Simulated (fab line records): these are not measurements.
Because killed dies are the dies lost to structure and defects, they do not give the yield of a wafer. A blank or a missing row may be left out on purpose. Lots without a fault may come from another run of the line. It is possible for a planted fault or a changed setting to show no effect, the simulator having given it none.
Matching of chambers | flow gf180mcu | GF_V1_ETCH_16 on rie-diel-01: 4 sister chambers
The step etches BARC in N2/H2. 18 wafers are shown with their chamber, then 9 later ones without.

WAFERS WITH THEIR CHAMBER
wafer  | chamber | drypump-motor-current-A (A) | throttle-valve-pct (%) | oes-product-au (a.u.)
L076.1 | 2       | 6.3                         | 13.220                 | 0.850
L076.2 | 3       | 6.4                         | 13.233                 | 0.852
L076.4 | 1       | 6.0                         | 13.227                 | 0.844
L077.1 | 2       | 6.3                         | 13.221                 | 0.863
L077.2 | 0       | 5.8                         | 13.232                 | 0.857
L077.4 | 1       | 6.0                         | 13.213                 | 0.847
L083.1 | 3       | 6.4                         | 13.225                 | 0.853
L083.2 | 0       | 5.8                         | 13.219                 | 0.859
L083.3 | 1       | 6.0                         | 13.215                 | 0.851
L083.4 | 2       | 6.3                         | 13.220                 | 0.851
L083.5 | 0       | 5.8                         | 13.230                 | 0.854
L083.6 | 3       | 6.4                         | 13.229                 | 0.855
L087.4 | 0       | 5.9                         | 13.244                 | 0.848
L087.5 | 3       | 6.4                         | 13.220                 | 0.856
L087.6 | 1       | 6.0                         | 13.227                 | 0.853
L089.1 | 0       | 5.8                         | 13.234                 | 0.859
L089.2 | 1       | 6.0                         | 13.221                 | 0.850
L089.3 | 3       | 6.4                         | 13.208                 | 0.858

SIGNATURES (averages over the wafers above)
reading                 | chamber 0 | chamber 1 | chamber 2 | chamber 3 | scatter within a chamber
drypump-motor-current-A | 5.820     | 6.000     | 6.300     | 6.400     | 0.0239
throttle-valve-pct      | 13.23180  | 13.22060  | 13.22033  | 13.22300  | 0.00787
oes-product-au          | 0.85540   | 0.84900   | 0.85467   | 0.85480   | 0.00433
Rule: a wafer lies at a distance from a chamber equal to the root of the sum of squares, over the readings, of (its reading less the chamber's mean, divided by the reading's scatter). If the next closest chamber is less than 2 further off than the closest, the wafer can't be placed; otherwise it belongs to the closest. How the scatter is found: for the shown wafers, subtract from each reading the mean of its chamber, square and add these, divide the total by (wafers less chambers), then take the root.

WAFERS MISSING THEIR CHAMBER
wafer  | drypump-motor-current-A (A) | throttle-valve-pct (%) | oes-product-au (a.u.)
L089.4 | 6.3                         | 13.213                 | 0.851
L089.5 | 6.0                         | 13.224                 | 0.856
L089.6 | 5.8                         | 13.220                 | 0.845
L092.1 | 6.4                         | 13.219                 | 0.852
L092.2 | 5.8                         | 13.238                 | 0.849
L092.3 | 6.0                         | 13.225                 | 0.857
L095.1 | 5.8                         | 13.235                 | 0.861
L095.2 | 6.4                         | 13.223                 | 0.862
L095.6 | 5.8                         | 13.224                 | 0.853

THE CHAMBER EACH PASSED THROUGH
wafer  | from the rows above | in truth
L089.4 | 2                   | 2
L089.5 | 1                   | 1
L089.6 | 0                   | 0
L092.1 | 3                   | 3
L092.2 | 0                   | 0
L092.3 | 1                   | 1
L095.1 | 0                   | 0
L095.2 | 3                   | 3
L095.6 | 0                   | 0
Correct placement for 9 of the 9. Can't be placed from these rows: 0. Number placed wrongly: 0.
